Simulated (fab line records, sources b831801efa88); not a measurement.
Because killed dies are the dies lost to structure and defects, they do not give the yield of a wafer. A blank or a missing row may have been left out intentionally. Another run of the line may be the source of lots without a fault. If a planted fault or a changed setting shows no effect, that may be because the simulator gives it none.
Which tool is to blame? ; flow gf180mcu ; 7 lots with 21 wafers sampled at 3 steps, on a route of 602 steps

== WHAT THE GAUGES SHOWED, per wafer ==
GF_M5_OVL_MEAS_08.
lot;measured;on;M5_OVL (nm)
L725;day 27 02:52;overlay-02;5 4 10
L729;day 28 11:51;overlay-01;-1 4 0
L731;day 29 02:34;overlay-01;-1 5 1
L737;day 30 18:49;overlay-02;-2 -3 -4
L741;day 31 20:46;overlay-01;-1 3 1
L745;day 32 23:22;overlay-01;-8 0 2
L747;day 33 06:25;overlay-01;-3 4 -1

== TOOL THAT RAN EACH LOT (tool first, then ch and the chambers of the sampled wafers, then the start) ==
lot;GF_DNWELL_DEVELOP_06;GF_MIM_SPUTTER_03
L725;litho-track-01 ch 0, day 3 00:00;pvd-sputter-03, day 25 07:22
L729;litho-track-03 ch 0, day 3 21:00;pvd-sputter-04, day 26 18:10
L731;litho-track-04 ch 0, day 4 06:00;pvd-sputter-04, day 27 10:29
L737;litho-track-03 ch 0, day 5 16:00;pvd-sputter-04, day 29 05:16
L741;litho-track-01 ch 0, day 6 12:00;pvd-sputter-04, day 30 08:25
L745;litho-track-01 ch 0, day 7 10:00;pvd-sputter-02, day 31 12:20
L747;litho-track-01 ch 0, day 7 22:00;pvd-sputter-02, day 31 19:08
- GF_DNWELL_DEVELOP_06: develop time 60 s.
- GF_MIM_SPUTTER_03: material Ti, target thk 10 nm, time 6.7 s.

== THE ANSWER, worked out from the rows above alone ==
Rule: the usual values come from the lots themselves. Put in order of their means at a reading, lots are off if they are a third of the lots or fewer, leave a main group of 4 or more, and stand apart from it by a gap of 3 or more times the standard deviation of the main group's means; of several such gaps the widest counts. A main group whose means are all the same, to the digits that the tables above print for the reading, isn't used. A lot without any number at a reading at which 4 lots or more have one is off too. The other lots that the step has rows for count as sound.
No lot is off at any reading shown: from this, nothing can be told.

== WHAT HAD BEEN PUT IN BY THE SIMULATOR ==
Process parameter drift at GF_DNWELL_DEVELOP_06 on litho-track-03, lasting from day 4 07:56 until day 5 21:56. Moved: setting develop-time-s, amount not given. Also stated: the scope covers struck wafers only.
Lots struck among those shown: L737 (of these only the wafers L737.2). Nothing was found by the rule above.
